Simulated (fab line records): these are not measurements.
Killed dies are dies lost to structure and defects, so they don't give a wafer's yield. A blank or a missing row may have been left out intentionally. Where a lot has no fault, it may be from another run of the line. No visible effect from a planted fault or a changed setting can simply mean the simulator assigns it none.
One fault seen from 2 desks / flow sky130 / only its own numbers are on each desk; what lay behind them is given at the end

AT THE METROLOGY DESK
What the gauges read for every lot (on any tool): the sampled wafers with a number, averaged. A lot is out of limits, marked OUT, if its mean lies more than 4 standard deviations from the usual mean; the brackets give that distance.
Columns: A = CAPM_CVD_00_THK at SKY_CAPM_THK_MEAS_01, usual 15.48 nm; B = CAPM_TIN_RS at SKY_CAPM_RS_MEAS_03, usual 6.93 ohm/sq
lot=L331; first seen here=day 36 04:01; A=15.40; B=6.90
lot=L332; first seen here=day 36 13:00; A=15.37; B=6.87
lot=L333; first seen here=day 36 20:23; A=15.55; B=6.86
lot=L334; first seen here=day 37 06:39; A=15.69; B=7.07
lot=L336; first seen here=day 37 17:42; A=15.46; B=6.95
lot=L337; first seen here=day 38 04:58; A=15.75; B=6.99
lot=L343; first seen here=day 39 21:09; A=15.55; B=6.96
lot=L344; first seen here=day 40 08:11; A=15.33; B=6.89
lot=L345; first seen here=day 40 17:40; A=15.60; B=6.88
lot=L347; first seen here=day 41 05:38; A=15.57; B=7.00
lot=L348; first seen here=day 41 08:56; A=15.72; B=6.79
lot=L351; first seen here=day 42 11:34; A=15.72; B=6.93
lot=L352; first seen here=day 42 13:37; A=15.35; B=6.91
This desk's finding: nothing out of limits on any of the 13 lots.

DESK OF THE TOOL OWNER: litho-track-03
The tool's own readings at SKY_METAL3_DEVELOP_12 (develop time 60 s): means of the sampled wafers that have a number, for each lot that ran on this tool. A lot is out of limits, marked OUT, if its mean lies more than 4 standard deviations from the usual mean; the brackets give that distance.
Columns: A = developer-temp-C at SKY_METAL3_DEVELOP_12, usual 21.00 C
lot=L334; first seen here=day 39 10:00; A=21.08
lot=L336; first seen here=day 39 21:00; A=20.96
lot=L344; first seen here=day 42 07:00; A=21.66 (+6.6) OUT
lot=L345; first seen here=day 42 17:00; A=21.62 (+6.2) OUT
lot=L347; first seen here=day 43 03:00; A=21.72 (+7.2) OUT
Finding of this desk: L344, L345, L347 out of limits; the first was L344 at day 42 07:00, on developer-temp-C at SKY_METAL3_DEVELOP_12. In limits: L334, L336.

BROUGHT TOGETHER
On L344, L345, L347, at day 42 07:00, an alarm was possible from the tool owner's desk.
At the metrology desk, nothing out of limits was observed.
The metrology desk holds a record of L344, L345, L347, inside its limits.
Of the lots named, all ran SKY_METAL3_DEVELOP_12 on litho-track-03.

WHAT THE SIMULATOR PUT IN
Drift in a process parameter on litho-track-03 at SKY_METAL3_DEVELOP_12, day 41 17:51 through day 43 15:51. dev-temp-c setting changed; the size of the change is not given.
Shown lots that were struck: L344, L345, L347.
Time in hours from fault onset to the first out-of-limits reading at each desk: the tool owner's desk, 13.
